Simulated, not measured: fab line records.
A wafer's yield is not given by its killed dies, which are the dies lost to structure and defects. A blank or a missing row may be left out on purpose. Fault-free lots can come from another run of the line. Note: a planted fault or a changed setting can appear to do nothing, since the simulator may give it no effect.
2 desks, one fault	flow gf180mcu	numbers are kept per desk, each desk with only its own; the story behind them comes last

METROLOGY DESK
What the gauges read for every lot (on any tool): the sampled wafers with a number, averaged. If a lot's mean is further than 4 standard deviations from the usual mean, the lot is out of limits and carries the mark OUT (the distance appears in the brackets).
Columns: A = NWELL_TW at GF_NWELL_TW_MEAS_11, usual 1575
lot	first seen here	A
L306	day 3 07:18	1573
L307	day 3 15:35	1591
L308	day 3 17:29	1564
L310	day 4 07:35	1587
L312	day 4 15:57	1559
L313	day 4 22:56	1564
L315	day 5 08:33	1563
L316	day 5 15:14	1569
L318	day 6 00:17	1587
L323	day 7 06:34	1564
L324	day 7 10:19	1596
L327	day 8 02:37	1589
L329	day 8 17:53	1590
Finding of this desk: none of the 13 lots has anything out of limits.

DESK OF THE TOOL OWNER: implanter-02
The tool's own readings at GF_LVPWELL_IMPLANT_09: means of the sampled wafers that have a number, for each lot that ran on this tool. If a lot's mean is further than 4 standard deviations from the usual mean, the lot is out of limits and carries the mark OUT (the distance appears in the brackets).
Columns: A = beamEnergyKeV at GF_LVPWELL_IMPLANT_09, usual 60.000; B = tiltDeg at GF_LVPWELL_IMPLANT_09, usual 0.002 degrees
lot	first seen here	A	B
L310	day 4 20:43	60.001	-0.016
L312	day 5 05:55	59.983	0.001
L315	day 5 22:31	56.189 (-99 or more) OUT	0.002
L318	day 6 15:29	56.196 (-99 or more) OUT	0.006
Finding of this desk: L315, L318 out of limits; the first was L315 at day 5 22:31, on beamEnergyKeV at GF_LVPWELL_IMPLANT_09. L310, L312: within limits.

BROUGHT TOGETHER
The tool owner's desk could have raised an alarm at day 5 22:31, on L315, L318.
Nothing out of limits was seen by the metrology desk.
The metrology desk has L315, L318 on record, within its limits.
Of the lots named, all ran GF_LVPWELL_IMPLANT_09 on implanter-02.

WHAT THE SIMULATOR HAD PUT IN
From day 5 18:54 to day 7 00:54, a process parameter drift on implanter-02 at GF_LVPWELL_IMPLANT_09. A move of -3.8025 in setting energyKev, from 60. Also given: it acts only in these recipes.
Struck lots among those shown: L315, L318.
How many hours passed from the start of the fault until each desk's first out-of-limits reading: the tool owner's desk, 4.
